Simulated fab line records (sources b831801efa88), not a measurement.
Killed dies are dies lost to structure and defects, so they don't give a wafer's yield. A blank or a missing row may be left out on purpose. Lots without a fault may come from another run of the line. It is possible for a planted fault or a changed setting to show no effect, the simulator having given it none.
Problem report, 8D (eight disciplines) form, completed by code | flow gf180mcu | the parts of the form that need people (team, actions taken, sign-off) are left out

## 1. THE PROBLEM
At GF_HV_LDD_CD_MEAS_31, cdNm averages 408.7 nm over 6 wafers from 2 lots, while fault-free wafers read 400.0 nm, standard deviation 1.8. Measured from the usual mean, that is +4.9 standard deviations.
The step: target cd 400 nm.
Earliest sighting: wafer L710.1 on cdSem-01 at day 14 19:23. The record has a number at this step for 33 wafers belonging to 11 lots. By rule, "out" or "out of limits" means more than 4 standard deviations away from the usual mean. All remaining wafers that have a number are taken as sound.

## 2. WHAT THIS IS AND IS NOT
question                    | is                     | is not
which readings at this step | cdNm                   | -
which lots                  | L710, L712             | L702, L704, L707, L709, L711, L713, L716, L719, L721
which wafers of those lots  | all that have a number | -
read on which gauges        | cdSem-01, cdSem-02     | -
when                        | from day 14 19:23      | up to then (12 sound wafers); but 15 sound wafers of L711, L713, L716, L719, L721 came after

## 3. SUSPECTS, AND WHAT RULES EACH OUT
Counting: a tool at any process step up to the reading remains a suspect when it ran all the lots that are out and ran no sound lot after the first of those.
- the gauge at GF_HV_LDD_CD_MEAS_31: ruled out. Those wafers that are out were read across 2 gauges (cdSem-01, cdSem-02).
- lithoTrack-04 at GF_HV_LDD_COAT_26 (resist thk 1000 nm): ruled out as a lasting fault. After its first lot that is out, L710 (day 14 09:20), sound lots L721 ran on it.
Left after counting: nothing in the record.

## 4. THE CAUSE (what the simulator had put in)
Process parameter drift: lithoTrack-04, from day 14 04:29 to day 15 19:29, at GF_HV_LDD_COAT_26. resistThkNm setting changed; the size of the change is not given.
It was ruled out by counting, in error; the rule expects a fault to strike all lots run on its tool from its start on, and this fault did not.

## 5. THE EFFECT CHAIN, in route order
Each row: a reading whose mean over the struck wafers that have a number lies more than 3 standard deviations from the usual. Only readings whose record carries a usual standard deviation are examined. hours: median over the lots of the time between each lot's start at the first step of this table that gives one and its start at this step. sigmas: the change, counted in usual standard deviations.
hours | step                 | reading              | usual    | on struck wafers | change | sigmas
0     | GF_HV_LDD_CD_MEAS_31 | cdNm                 | 400.0 nm | 408.7            | +8.7   | +4.9
1     | GF_HV_LDD_STRIP_37   | stripTimeToEndpointS | 12.63 s  | 11.89            | -0.74  | -20
Process steps it contains:
- GF_HV_LDD_STRIP_37: strips in O2/N2.

## 6. WHAT WOULD HAVE CAUGHT IT SOONER
The first out-of-limits reading at a measuring or inspecting step in this record came at day 14 19:23, 15 hours after the fault's start at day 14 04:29.
